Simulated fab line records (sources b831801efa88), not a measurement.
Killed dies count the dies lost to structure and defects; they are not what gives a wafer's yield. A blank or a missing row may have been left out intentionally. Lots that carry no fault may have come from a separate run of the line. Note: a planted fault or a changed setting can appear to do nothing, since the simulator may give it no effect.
Commonality check across tools | flow gf180mcu | Sample size 13 lots and 45 wafers

== WHY THIS WAS OPENED ==
2 of 13 lots carry a flag on the reading SALICIDE_TIN_THK at GF_SALICIDE_THK_MEAS_05. No-fault wafers: 19.72 nm, standard deviation 0.25.
Rule: flag the lot when none of its wafers has a number, or when each of its wafers that has one lies beyond 4 standard deviations from that mean. All remaining lots are regarded as sound.

lot  | measured     | on            | SALICIDE_TIN_THK (nm), wafer by wafer | flag
L699 | day 14 22:09 | film metro-03 | 19.93 19.92 20.04                     |
L700 | day 15 13:26 | film metro-01 | 18.87 19.20 19.29                     |
L703 | day 17 10:04 | film metro-01 | 19.63 19.50 19.75                     |
L706 | day 18 01:49 | film metro-01 | 19.26 19.44 19.28                     |
L707 | day 18 20:23 | film metro-01 | 19.69 19.63 19.65                     |
L708 | day 19 07:10 | film metro-03 | 19.51 19.43 19.49                     |
L709 | day 19 07:53 | film metro-01 | 19.82 20.01 20.14                     |
L710 | day 19 22:55 | film metro-01 | 19.69 19.90 19.53                     |
L712 | day 20 06:36 | film metro-04 | 19.81 19.86 19.83                     |
L713 | day 20 21:05 | film metro-03 | 19.13 19.22 19.48                     |
L720 | day 22 18:20 | film metro-03 | 21.09 20.94 20.96 21.02 20.89 20.96   | FLAGGED
L721 | day 22 22:40 | film metro-04 | 21.09 20.99 21.12 21.17 20.95 21.11   | FLAGGED
L722 | day 23 18:45 | film metro-01 | 19.76 19.52 19.88                     |
The mean of the flagged lots' numbers is 21.02 nm, +1.30 nm from the usual (+5 standard deviations).

== WHICH TOOL EACH LOT WENT THROUGH ==
The record holds 1 process step before the reading, out of a route of 602 steps. Cell contents, in order: the tool; ch with the chambers the sampled wafers went through; the start.
lot  | flag    | GF_SALICIDE_SPUTTER_03
L699 |         | pvd sputter-02, day 14 21:59
L700 |         | pvd sputter-03, day 15 13:17
L703 |         | pvd sputter-04, day 17 09:56
L706 |         | pvd sputter-04, day 18 01:40
L707 |         | pvd sputter-03, day 18 20:13
L708 |         | pvd sputter-03, day 19 07:01
L709 |         | pvd sputter-02, day 19 07:43
L710 |         | pvd sputter-03, day 19 22:46
L712 |         | pvd sputter-04, day 20 06:26
L713 |         | pvd sputter-04, day 20 20:56
L720 | FLAGGED | pvd sputter-03, day 22 18:10
L721 | FLAGGED | pvd sputter-03, day 22 22:31
L722 |         | pvd sputter-04, day 23 18:37
What the steps here do:
- GF_SALICIDE_SPUTTER_03: material TiN, target thk 20 nm, time 16.7 s.
- GF_SALICIDE_THK_MEAS_05: measures by xrf.

== FLAGGED AGAINST TOTAL, ONE TOOL AT A TIME (gauges that did the reading follow at the end) ==
step                    | tool           | lots run | flagged | share of the flagged lots | sound lots run after its first flagged lot
GF_SALICIDE_SPUTTER_03  | pvd sputter-02 | 2        | 0       | none                      | -
GF_SALICIDE_SPUTTER_03  | pvd sputter-03 | 6        | 2       | all                       | 0
GF_SALICIDE_SPUTTER_03  | pvd sputter-04 | 5        | 0       | none                      | -
GF_SALICIDE_THK_MEAS_05 | film metro-01  | 7        | 0       | none                      | -
GF_SALICIDE_THK_MEAS_05 | film metro-03  | 4        | 1       | some                      | 0
GF_SALICIDE_THK_MEAS_05 | film metro-04  | 2        | 1       | some                      | 0

== WHAT THE TABLE PERMITS ==
Rows of the table that ran each flagged lot: 1, that is pvd sputter-03 at GF_SALICIDE_SPUTTER_03.
- pvd sputter-03 at GF_SALICIDE_SPUTTER_03: 2 of its 6 lots flagged. It ran its last sound lot, L710, at day 19 22:46 and its first flagged lot, L720, at day 22 18:10: a fault with its onset between the two fits. Its own readings (chamber pressure pa, throttle valve pct) fall more than 4 standard deviations out on all wafers of the flagged lots.
Left over: one tool, pvd sputter-03 at GF_SALICIDE_SPUTTER_03.

== WHAT THE SIMULATOR HAD INSERTED ==
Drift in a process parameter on pvd sputter-03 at GF_SALICIDE_SPUTTER_03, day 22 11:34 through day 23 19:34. Setting chamber pressure pa, moved by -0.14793, from 0.4. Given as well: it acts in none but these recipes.
Lots struck among those shown: L720, L721. The rule given above showed the same thing.
